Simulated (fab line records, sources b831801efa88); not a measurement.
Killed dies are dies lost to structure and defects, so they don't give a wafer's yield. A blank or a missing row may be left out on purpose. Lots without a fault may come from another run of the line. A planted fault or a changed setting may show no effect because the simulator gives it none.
Which tool did it? | flow gf180mcu | 14 lots, 42 wafers sampled, at 4 steps of a route of 602

WHAT THE GAUGES READ, wafer by wafer
GF_HV_LDD_CD_MEAS_46: target cd 400 nm. Usual: cd_nm 399.6 nm, standard deviation 2.3.
lot  | measured     | on        | cd_nm (nm)        | flag
L165 | day 12 20:45 | cd_sem-02 | 400.6 399.7 399.0 |
L168 | day 13 17:07 | cd_sem-02 | 398.7 398.5 399.2 |
L169 | day 14 05:16 | cd_sem-01 | 396.0 396.9 396.5 |
L170 | day 14 09:50 | cd_sem-02 | 400.6 402.3 401.1 |
L171 | day 14 19:29 | cd_sem-02 | 396.9 396.3 394.8 |
L175 | day 15 22:14 | cd_sem-02 | 401.8 401.6 401.2 |
L176 | day 16 09:14 | cd_sem-02 | 400.0 401.1 399.4 |
L178 | day 17 03:30 | cd_sem-01 | 398.5 399.5 398.9 |
L180 | day 17 19:56 | cd_sem-02 | - - -             | OFF
L181 | day 18 01:36 | cd_sem-02 | - - -             | OFF
L184 | day 19 00:33 | cd_sem-02 | 401.7 403.2 404.1 |
L185 | day 19 13:20 | cd_sem-01 | 401.7 402.4 402.0 |
L186 | day 19 16:10 | cd_sem-01 | 398.1 395.4 397.6 |
L187 | day 19 20:48 | cd_sem-01 | 399.6 398.9 398.9 |

GF_NSD_OVL_MEAS_08. Usual: NSD_OVL 0.1 nm, standard deviation 1.3.
lot  | measured     | on         | NSD_OVL (nm)   | flag
L165 | day 13 20:13 | overlay-02 | -0.6 -0.6 -2.0 |
L168 | day 14 17:10 | overlay-01 | 0.7 1.3 0.7    |
L169 | day 15 05:05 | overlay-01 | 0.5 1.0 2.5    |
L170 | day 15 10:12 | overlay-02 | -0.6 -1.0 -1.0 |
L171 | day 15 20:03 | overlay-02 | -1.3 1.0 -1.0  |
L175 | day 16 23:51 | overlay-01 | 1.0 1.2 0.7    |
L176 | day 17 11:52 | overlay-02 | 1.7 1.0 0.7    |
L178 | day 18 05:34 | overlay-02 | 1.5 1.0 1.2    |
L184 | day 20 04:34 | overlay-02 | -0.4 0.1 1.5   |
L185 | day 20 16:40 | overlay-01 | 2.3 2.8 2.2    |
L186 | day 20 18:28 | overlay-02 | -0.6 -0.9 -0.6 |
L187 | day 20 23:49 | overlay-02 | 0.4 -1.3 -0.8  |

WHICH TOOL RAN EACH LOT (tool, then ch and the chambers of the sampled wafers, then the start)
lot  | GF_HV_LDD_COAT_41                 | GF_HV_LDD_RTA_52
L165 | litho_track-03 ch 0, day 12 11:04 | rtp_anneal-02 ch 0, day 12 21:16
L168 | litho_track-03 ch 0, day 13 06:52 | rtp_anneal-01 ch 0, day 13 17:37
L169 | litho_track-02 ch 0, day 13 18:53 | rtp_anneal-02 ch 0, day 14 05:46
L170 | litho_track-03 ch 0, day 13 23:20 | rtp_anneal-02 ch 0, day 14 10:21
L171 | litho_track-03 ch 0, day 14 08:53 | rtp_anneal-02 ch 0, day 14 20:00
L175 | litho_track-03 ch 0, day 15 10:59 | rtp_anneal-01 ch 0, day 15 22:46
L176 | litho_track-01 ch 0, day 15 22:28 | rtp_anneal-02 ch 0, day 16 09:44
L178 | litho_track-01 ch 0, day 16 15:53 | rtp_anneal-02 ch 0, day 17 04:01
L180 | litho_track-02, day 17 08:11      | rtp_anneal-01 ch 0, day 17 20:27
L181 | litho_track-03, day 17 13:20      | rtp_anneal-02 ch 0, day 18 02:06
L184 | litho_track-03 ch 0, day 18 12:01 | rtp_anneal-02 ch 0, day 19 01:04
L185 | litho_track-03 ch 0, day 19 01:13 | rtp_anneal-02 ch 0, day 19 13:52
L186 | litho_track-03 ch 0, day 19 04:17 | rtp_anneal-01 ch 0, day 19 16:44
L187 | litho_track-02 ch 0, day 19 08:35 | rtp_anneal-02 ch 0, day 19 21:20
- GF_HV_LDD_COAT_41: resist thk 1000 nm.
- GF_HV_LDD_RTA_52: time 10 s.

WHAT THE TOOLS THEMSELVES READ (means of the sampled wafers that have a number; where no wafer has one, the mark that the record gives instead)
GF_HV_LDD_COAT_41. Usual: chill_plate_temp_C 23.02 C, standard deviation 0.11; dispense_pressure_kPa 50 kPa, standard deviation 7.
lot  | tool           | chill_plate_temp_C (C) | dispense_pressure_kPa (kPa) | flag
L165 | litho_track-03 | 23.07                  | 42                          |
L168 | litho_track-03 | 22.96                  | 42                          |
L169 | litho_track-02 | 22.99                  | 54                          |
L170 | litho_track-03 | 23.26                  | 42                          |
L171 | litho_track-03 | 23.10                  | 42                          |
L175 | litho_track-03 | 23.10                  | 42                          |
L176 | litho_track-01 | 23.05                  | 58                          |
L178 | litho_track-01 | 23.12                  | 58                          |
L180 | litho_track-02 | -                      | -                           | OFF
L181 | litho_track-03 | -                      | -                           | OFF
L184 | litho_track-03 | 22.93                  | 42                          |
L185 | litho_track-03 | 23.01                  | 42                          |
L186 | litho_track-03 | 22.87                  | 42                          |
L187 | litho_track-02 | 22.99                  | 54                          |

GF_HV_LDD_RTA_52. Usual: lamp_power_pct 36 %, standard deviation 3.6; wafer_temp_C_max 1003.5, standard deviation 0.77.
lot  | tool          | lamp_power_pct (%) | wafer_temp_C_max | flag
L165 | rtp_anneal-02 | 39                 | 1004.0           |
L168 | rtp_anneal-01 | 31                 | 1003.0           |
L169 | rtp_anneal-02 | 39                 | 1003.8           |
L170 | rtp_anneal-02 | 39                 | 1003.3           |
L171 | rtp_anneal-02 | 39                 | 1003.5           |
L175 | rtp_anneal-01 | 31                 | 1003.7           |
L176 | rtp_anneal-02 | 39                 | 1002.7           |
L178 | rtp_anneal-02 | 39                 | 1003.6           |
L180 | rtp_anneal-01 | 31                 | 1004.2           |
L181 | rtp_anneal-02 | 39                 | 1004.0           |
L184 | rtp_anneal-02 | 39                 | 1003.9           |
L185 | rtp_anneal-02 | 39                 | 1004.4           |
L186 | rtp_anneal-01 | 31                 | 1003.0           |
L187 | rtp_anneal-02 | 39                 | 1003.6           |

THE ANSWER, worked out from the rows above alone
Rule: a lot is off if the mean of its wafers that have a number lies more than 3 standard deviations from the usual mean. A lot without any number at a reading at which 4 lots or more have one is off too. The other lots that the step has rows for count as sound. The gauges are gone through in route order, then the tools' own readings, and for those a lot's mean is taken as printed above. The first step at which some lot is off is used, and at that step the reading that is off furthest; a lot without a number counts as furthest.
Off: L180, L181, at GF_HV_LDD_CD_MEAS_46 (cd_nm). Without a number there: L180, L181.
A tool fits if, at a process step before that reading, it ran every lot that is off, and no sound lot after the first of them. The gauges at GF_HV_LDD_CD_MEAS_46 aren't tried: what is off there is off at GF_HV_LDD_COAT_41 too, on other tools, and a gauge's error can't cause that. None of those tried fits.

WHAT THE SIMULATOR HAD PUT IN
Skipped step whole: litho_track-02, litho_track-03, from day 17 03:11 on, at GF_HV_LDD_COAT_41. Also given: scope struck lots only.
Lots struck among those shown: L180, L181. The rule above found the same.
